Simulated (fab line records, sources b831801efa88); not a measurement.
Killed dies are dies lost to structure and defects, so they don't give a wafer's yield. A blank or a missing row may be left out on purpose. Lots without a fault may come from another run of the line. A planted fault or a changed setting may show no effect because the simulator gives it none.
A struck lot beside a sound one | flow gf180mcu | 17 steps out of a route of 602
Sound: wafers L529.2, L529.3, L529.6. Struck: wafers L538.3, L538.4, L538.5. The cause comes at the end.
At each step with rows: each side's tool, then ch and its chambers, then its first start. Under that, the readings that differ: sound wafers | struck wafers | difference of the means | sigmas: that difference in standard deviations of wafers without a fault.
alike: readings whose means differ by less than 2 such deviations, and words and numbers that are the same on both sides. not compared: withheld readings, readings that some wafer has no value for, bounds like >300 that may hide the same value, and numbers for which the record gives no deviation and whose values overlap.
The two part at a step that has a row with sigmas, a row that says differs or no value, or rows on one side only. Numbers that don't overlap but have no deviation are shown without sigmas and don't part them. A reading that every wafer of one side lacks parts them only if that side has two wafers or more.

GF_STI_CMP_25: polishes, stops on Si3N4, t overpolish 33 s, target thk 524.6 nm.
  sound on cmp-02 ch 0,3, day 3 10:37; struck on cmp-02 ch 0,1,2, day 5 08:43
  alike: motor_current_A, overpolish_run_s, time_to_endpoint_s
then, 4 steps without rows for these wafers: GF_STI_WET_ETCH_26 (etches SiO2 in dHF, target depth 94 nm, time 188 s); GF_STI_WET_ETCH_27 (etches Si3N4 in H3PO4, target depth 160 nm, time 1825 s); GF_STI_WET_ETCH_28 (etches SiO2 in dHF, target depth 20 nm, time 40 s); GF_STI_OXIDATION_29 (stabilise 600 s, purge 300 s, target thk 10 nm).
GF_STI_THK_MEAS_30:
  sound on film_metro-02, day 3 12:53; struck on film_metro-02, day 5 10:56
  alike: STI_OXIDATION_02_THK
then, 6 steps without rows for these wafers: GF_DNWELL_DEHYDRATE_00 (time 60 s); GF_DNWELL_HMDS_01 (prime time 60 s); GF_DNWELL_COAT_02 (resist thk 3000 nm); GF_DNWELL_SOFTBAKE_03; GF_DNWELL_EXPOSE_04 (exposes mask DNWELL, target cd 1700 nm); GF_DNWELL_PEB_05.
GF_DNWELL_DEVELOP_06: develop time 60 s.
  sound on litho_track-03 ch 0, day 4 01:00; struck on litho_track-03, day 6 01:00
  no value came back on the struck wafers for chill_plate_temp_C (C), develop_time_s (s), resist_line_temp_C (C); on the sound wafers chill_plate_temp_C (C) reads 23.05 23.16 23.06
then, 1 step without rows for these wafers: GF_DNWELL_IMPLANT_07.
GF_DNWELL_STRIP_08: strips in O2/N2.
  sound on plasma_asher-04 ch 1, day 4 02:08; struck on plasma_asher-03 ch 0,1, day 6 02:16
  alike: drypump_motor_current_A, heater_power_w, oes_product_au, strip_time_to_endpoint_s
  not compared: rf_hours_counter_h
GF_DNWELL_TW_MEAS_09:
  sound on film_metro-02, day 4 02:15; struck on film_metro-03, day 6 02:22
  reading   | sound          | struck   | difference | sigmas
  DNWELL_TW | 1354 1357 1356 | 31 32 32 | -1324      | -88
then, 1 step without rows for these wafers: GF_NWELL_DEHYDRATE_00 (time 60 s).

WHERE THEY PART
First at GF_DNWELL_DEVELOP_06; last, within this record, at GF_DNWELL_TW_MEAS_09.

WHY: what the simulator had put in
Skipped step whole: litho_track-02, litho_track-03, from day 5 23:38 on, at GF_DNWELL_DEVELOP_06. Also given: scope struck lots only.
